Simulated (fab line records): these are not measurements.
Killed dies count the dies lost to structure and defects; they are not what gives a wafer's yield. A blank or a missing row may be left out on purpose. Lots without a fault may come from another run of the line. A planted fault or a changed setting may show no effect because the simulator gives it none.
fab line records	flow gf180mcu
record lots=11	wafers=33	last_day=34
route steps=602 shown V2@404 M3@410 V3@431
lots untouched by any fault: they come from a run of this same line in which no faults occurred
start_h: hours from the record's first day to the start of the lot's first wafer shown	wait_h: hours since the lot's step before	" identical to the entry in the row above	L1.1+2: one row covering several wafers at once	- no value, or no start was given	* or withheld: withheld	< > ~ a bound
route shown NAME@n: names a module that has steps shown in the file, with the first one's number in the route	usual: the fault-free wafers' mean and standard deviation	same: alike in all rows	chamber/n: place in a boat	sites: readings site by site	_std_site: standard deviation across them	_edge_site: the outer-site mean with the inner-site mean subtracted	radius_mm: how far each site lies from the wafer's centre	mask NAME#n: copy n	behind: the last tool/chamber to shape the wafer	hold: what put the lot on hold/how long, in hours/how the hold closed	device: whichever transistor did not switch (one of n, p or np)	end of line: tests run on the same wafers once the route is complete	a step without rows: its recipe alone	killed: dies lost to structure and defects at the first sort, not the wafer's yield	map: per-die view of a wafer (x killed, . not killed, _ where there is no die)
set.NAME: the setting that was run; set.NAME@STEP: the one run at that earlier step	model.NAME: the simulator's own value behind a step, which no gauge read
the route's steps for a sample of lots (tables are steps, rows are wafers)
services: a tool's chamber out of use, with start hour (start_h, from the record's first day; less than 0 if before it), hours out, and reason
## steps
# step GF_V2_SPUTTER_22
# recipe material=TiN	target_thk_nm=10	chamber_pressure_pa=5	power_w=4000	time_s=40
# usual chamber_pressure_pa=5.001/0.01	throttle_valve_pct=29.9/0.62
lot.wafer	tool	chamber	start_h	wait_h	chamber_pressure_pa	throttle_valve_pct
L441.1	pvd_sputter-03	-	462.80	0.0	5.000	30.0
L441.3	"	-	"	"	4.994	29.5
L441.6	"	-	"	"	5.001	29.1
L443.1	pvd_sputter-01	-	486.04	0.0	5.003	30.6
L443.3	"	-	"	"	5.000	29.6
L443.5	"	-	"	"	5.003	30.1
L445.1	pvd_sputter-01	-	501.72	0.0	5.001	29.5
L445.3	"	-	"	"	5.005	30.3
L445.5	"	-	"	"	5.012	30.2
L446.3	pvd_sputter-01	-	509.35	0.0	5.019	30.2
L446.5	"	-	"	"	5.012	30.2
L446.6	"	-	"	"	5.009	30.3
L449.1	pvd_sputter-04	-	538.34	0.0	5.009	30.8
L449.3	"	-	"	"	5.004	29.2
L449.5	"	-	"	"	5.011	30.9
L450.3	pvd_sputter-03	-	546.78	0.0	4.988	29.0
L450.4	"	-	"	"	5.009	29.9
L450.6	"	-	"	"	4.993	29.5
L451.1	pvd_sputter-03	-	553.03	0.0	4.992	29.4
L451.2	"	-	"	"	5.001	29.5
L451.5	"	-	"	"	5.003	29.2
L453.1	pvd_sputter-03	-	570.28	0.0	4.974	29.9
L453.5	"	-	"	"	5.000	29.1
L453.6	"	-	"	"	5.005	29.9
L455.1	pvd_sputter-03	-	578.09	0.0	4.998	29.4
L455.4	"	-	"	"	4.997	29.9
L455.6	"	-	"	"	4.998	30.3
L456.2	pvd_sputter-03	-	595.00	0.0	4.991	29.2
L456.3	"	-	"	"	4.996	30.2
L456.6	"	-	"	"	4.990	29.7
L464.1	pvd_sputter-03	-	660.06	0.0	5.002	30.1
L464.2	"	-	"	"	4.999	29.2
L464.6	"	-	"	"	4.984	29.5
# step GF_M3_SPUTTER_01
# recipe material=TiN	target_thk_nm=30	power_w=6500	time_s=25	chamber_pressure_pa=0.4
# usual chamber_pressure_pa=0.4001/0.00082	throttle_valve_pct=30.1/0.88
lot.wafer	tool	chamber	start_h	wait_h	chamber_pressure_pa	throttle_valve_pct
L441.1	pvd_sputter-02	-	463.53	0.1	0.4006	30.8
L441.3	"	-	"	"	0.3993	30.0
L441.6	"	-	"	"	0.3985	30.2
L443.1	pvd_sputter-04	-	486.77	0.1	0.4004	29.2
L443.3	"	-	"	"	0.4007	31.2
L443.5	"	-	"	"	0.4008	30.9
L445.1	pvd_sputter-04	-	502.45	0.1	0.4009	29.1
L445.3	"	-	"	"	0.3999	31.0
L445.5	"	-	"	"	0.3990	31.1
L446.3	pvd_sputter-04	-	510.08	0.1	0.3998	31.4
L446.5	"	-	"	"	0.3994	29.4
L446.6	"	-	"	"	0.3999	31.5
L449.1	pvd_sputter-02	-	539.16	0.1	0.4001	29.0
L449.3	"	-	"	"	0.4008	29.2
L449.5	"	-	"	"	0.3995	30.9
L450.3	pvd_sputter-04	-	547.52	0.1	0.3998	30.8
L450.4	"	-	"	"	0.3997	30.2
L450.6	"	-	"	"	0.4002	30.0
L451.1	pvd_sputter-02	-	553.77	0.1	0.4000	29.9
L451.2	"	-	"	"	0.3985	29.0
L451.5	"	-	"	"	0.3998	31.2
L453.1	pvd_sputter-01	-	571.01	0.1	0.3988	29.9
L453.5	"	-	"	"	0.3990	29.1
L453.6	"	-	"	"	0.4000	30.1
L455.1	pvd_sputter-02	-	578.82	0.1	0.4001	28.9
L455.4	"	-	"	"	0.3991	30.5
L455.6	"	-	"	"	0.3998	28.9
L456.2	pvd_sputter-04	-	596.30	0.1	0.4000	31.6
L456.3	"	-	"	"	0.3987	29.1
L456.6	"	-	"	"	0.4005	30.3
L464.1	pvd_sputter-02	-	660.80	0.1	0.4014	30.0
L464.2	"	-	"	"	0.3997	28.9
L464.6	"	-	"	"	0.4008	30.7
# step GF_V3_CVD_02
# recipe material=SiO2	target_thk_nm=850	precursor=TEOS	temp_c=400	time_s=94.851	rf_w=600
# usual heater_power_w=675/110	run_length_s=123.0/0.5	susceptor_temp_C=399.99/0.21
lot.wafer	tool	chamber	start_h	wait_h	heater_power_w	run_length_s	susceptor_temp_C
L441.1	pecvd-02	2	488.60	0.1	547	122.9	399.76
L441.3	"	0	"	"	702	122.9	399.81
L441.6	"	0	"	"	754	122.9	400.12
L443.1	pecvd-03	2	511.28	0.1	804	122.0	400.16
L443.3	"	0	"	"	511	123.5	400.24
L443.5	"	1	"	"	679	123.3	399.77
L445.1	pecvd-03	2	526.48	0.1	705	122.1	399.67
L445.3	"	0	"	"	593	123.5	399.86
L445.5	"	2	"	"	759	122.0	399.73
L446.3	pecvd-02	0	534.19	0.0	637	123.6	399.97
L446.5	"	2	"	"	519	123.9	399.92
L446.6	"	1	"	"	828	122.9	399.68
L449.1	pecvd-01	2	569.22	0.1	763	121.9	399.86
L449.3	"	0	"	"	646	122.9	399.75
L449.5	"	1	"	"	558	123.1	399.74
L450.3	pecvd-03	0	570.95	0.0	585	124.0	400.51
L450.4	"	0	"	"	465	123.7	399.92
L450.6	"	1	"	"	831	122.6	399.94
L451.1	pecvd-02	0	575.30	0.1	775	123.3	400.41
L451.2	"	2	"	"	661	123.7	400.20
L451.5	"	2	"	"	521	122.8	399.82
L453.1	pecvd-02	0	593.46	0.1	773	123.1	399.83
L453.5	"	2	"	"	656	123.0	399.80
L453.6	"	0	"	"	614	122.9	399.85
L455.1	pecvd-02	0	601.38	0.1	737	112.0	-
L455.4	"	2	"	"	639	111.3	-
L455.6	"	1	"	"	766	122.8	400.09
L456.2	pecvd-02	2	618.07	0.0	645	111.2	-
L456.3	"	1	"	"	781	122.9	400.24
L456.6	"	0	"	"	692	122.8	400.37
L464.1	pecvd-01	2	680.82	0.1	747	122.2	400.13
L464.2	"	0	"	"	722	122.7	400.22
L464.6	"	1	"	"	476	122.7	399.51
# step GF_V3_THK_MEAS_03
# recipe reads=SiO2_of_V3_CVD_02
# usual V3_CVD_02_THK=852/11
lot.wafer	tool	chamber	start_h	wait_h	V3_CVD_02_THK[nm]
L441.1	film_metro-02	-	488.67	0.0	855
L441.3	"	-	"	"	837
L441.6	"	-	"	"	856
L443.1	film_metro-02	-	511.35	0.0	857
L443.3	"	-	"	"	839
L443.5	"	-	"	"	865
L445.1	film_metro-03	-	526.55	0.0	851
L445.3	"	-	"	"	845
L445.5	"	-	"	"	861
L446.3	film_metro-02	-	534.28	0.1	835
L446.5	"	-	"	"	859
L446.6	"	-	"	"	854
L449.1	film_metro-04	-	569.29	0.0	846
L449.3	"	-	"	"	834
L449.5	"	-	"	"	875
L450.3	film_metro-02	-	571.04	0.1	837
L450.4	"	-	"	"	849
L450.6	"	-	"	"	847
L451.1	film_metro-03	-	575.37	0.0	857
L451.2	"	-	"	"	857
L451.5	"	-	"	"	870
L453.1	film_metro-02	-	593.53	0.0	842
L453.5	"	-	"	"	847
L453.6	"	-	"	"	854
L455.1	film_metro-02	-	601.45	0.0	727
L455.4	"	-	"	"	746
L455.6	"	-	"	"	859
L456.2	film_metro-03	-	618.15	0.0	732
L456.3	"	-	"	"	833
L456.6	"	-	"	"	845
L464.1	film_metro-02	-	680.89	0.0	852
L464.2	"	-	"	"	843
L464.6	"	-	"	"	876
# step GF_V3_CMP_04
# recipe material=SiO2	down_force_psi=4	platen_rpm=60	pad_velocity_m_s=0.94248
# usual motor_current_A=12.0/1.7	time_to_endpoint_s=82/5.6
lot.wafer	tool	chamber	start_h	wait_h	motor_current_A	time_to_endpoint_s
L441.1	cmp-02	1	488.78	0.1	13.8	81
L441.3	"	2	"	"	15.7	74
L441.6	"	1	"	"	13.2	79
L443.1	cmp-02	1	511.41	0.1	13.4	84
L443.3	"	2	"	"	15.5	78
L443.5	"	2	"	"	14.7	91
L445.1	cmp-02	2	526.66	0.1	14.8	85
L445.3	"	3	"	"	10.7	74
L445.5	"	1	"	"	13.4	88
L446.3	cmp-02	3	534.32	0.0	10.8	72
L446.6	"	3	"	"	10.6	75
L446.5	"	0	"	"	13.0	84
L449.1	cmp-02	1	569.45	0.1	14.1	79
L449.3	"	2	"	"	15.7	78
L449.5	"	3	"	"	10.1	83
L450.3	cmp-01	1	571.08	0.0	9.7	83
L450.4	"	2	"	"	11.1	81
L450.6	"	1	"	"	9.9	84
L451.2	cmp-02	0	575.48	0.1	12.1	81
L451.1	"	1	"	"	13.5	81
L451.5	"	0	"	"	12.1	87
L453.1	cmp-02	2	593.85	0.3	15.5	83
L453.5	"	1	"	"	13.3	82
L453.6	"	2	"	"	15.3	86
L455.1	cmp-01	3	601.51	0.1	10.2	32
L455.4	"	0	"	"	11.9	46
L455.6	"	3	"	"	10.3	83
L456.2	cmp-01	0	618.20	0.0	12.1	38
L456.3	"	2	"	"	12.0	69
L456.6	"	0	"	"	12.4	81
L464.2	cmp-02	1	680.95	0.0	13.1	83
L464.1	"	2	"	"	15.0	87
L464.6	"	2	"	"	15.5	98
# step GF_V3_BOW_MEAS_05
# recipe mode=bow
# usual V3_BOW=117/8
lot.wafer	tool	chamber	start_h	wait_h	V3_BOW[um]
L441.1	film_metro-02	-	489.03	0.2	115
L441.3	"	-	"	"	107
L441.6	"	-	"	"	106
L443.1	film_metro-03	-	511.71	0.2	120
L443.3	"	-	"	"	118
L443.5	"	-	"	"	126
L445.1	film_metro-04	-	526.91	0.2	121
L445.3	"	-	"	"	120
L445.5	"	-	"	"	128
L446.3	film_metro-04	-	534.66	0.3	112
L446.5	"	-	"	"	107
L446.6	"	-	"	"	115
L449.1	film_metro-03	-	569.65	0.1	117
L449.3	"	-	"	"	109
L449.5	"	-	"	"	116
L450.3	film_metro-04	-	571.42	0.3	121
L450.4	"	-	"	"	112
L450.6	"	-	"	"	115
L451.1	film_metro-04	-	575.73	0.1	120
L451.2	"	-	"	"	129
L451.5	"	-	"	"	114
L453.1	film_metro-03	-	594.10	0.2	113
L453.5	"	-	"	"	113
L453.6	"	-	"	"	111
L455.1	film_metro-04	-	601.81	0.2	114
L455.4	"	-	"	"	103
L455.6	"	-	"	"	115
L456.2	film_metro-02	-	618.52	0.3	126
L456.3	"	-	"	"	126
L456.6	"	-	"	"	123
L464.1	film_metro-03	-	681.25	0.2	115
L464.2	"	-	"	"	109
L464.6	"	-	"	"	110
## services
tool	chamber	start_h	hours	kind
pecvd-03	2	447.59	7.7	repair
pecvd-03	1	448.44	3.7	repair
cmp-01	-	451.44	3.9	repair
cmp-01	-	455.34	6.7	pm
pecvd-02	-	464.34	5.5	pm
pvd_sputter-04	-	464.76	3.6	repair
pecvd-03	-	488.24	0.5	repair
cmp-01	-	511.30	1.7	repair
pecvd-03	2	536.96	20.8	repair
pvd_sputter-02	-	542.41	5.5	repair
cmp-02	-	556.30	5.4	pm
pvd_sputter-04	-	565.59	16.2	repair
cmp-02	-	566.81	1.6	repair
cmp-01	-	572.25	4.0	pm
pvd_sputter-02	-	573.92	0.5	repair
cmp-01	-	589.61	6.9	repair
pecvd-02	1	602.88	7.3	repair
pvd_sputter-04	-	623.62	3.3	repair
cmp-01	-	626.89	6.4	repair
pvd_sputter-01	-	648.08	17.5	repair
cmp-01	-	650.79	0.3	repair
cmp-02	-	654.74	0.7	repair
cmp-02	-	665.92	6.6	pm
pecvd-02	0	670.97	2.5	repair
## key
first_sign step=GF_V3_CVD_02	reading=run_length_s	direction=down	sigmas=23	usual=*	struck=*
effect step=GF_V3_THK_MEAS_03	reading=V3_CVD_02_THK	direction=down	sigmas=11	usual=852	struck=735
effect step=GF_V3_CMP_04	reading=time_to_endpoint_s	direction=down	sigmas=7.8	usual=*	struck=*
met_at GF_V3_CVD_02
struck_lots L455,L456
struck_wafers L455.1,L455.4,L456.2
not_acting_at GF_V2_SPUTTER_22,GF_M3_SPUTTER_01,GF_V3_BOW_MEAS_05
onset_between 593.46 601.38
fault kind=process_parameter_drift	tool=pecvd-02	chamber=-	onset_h=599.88	steps=GF_V3_CVD_02	channel=time_s	offset=*	shape=step	end_h=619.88	scope=struck_wafers_only	acts_in=*	stated=*
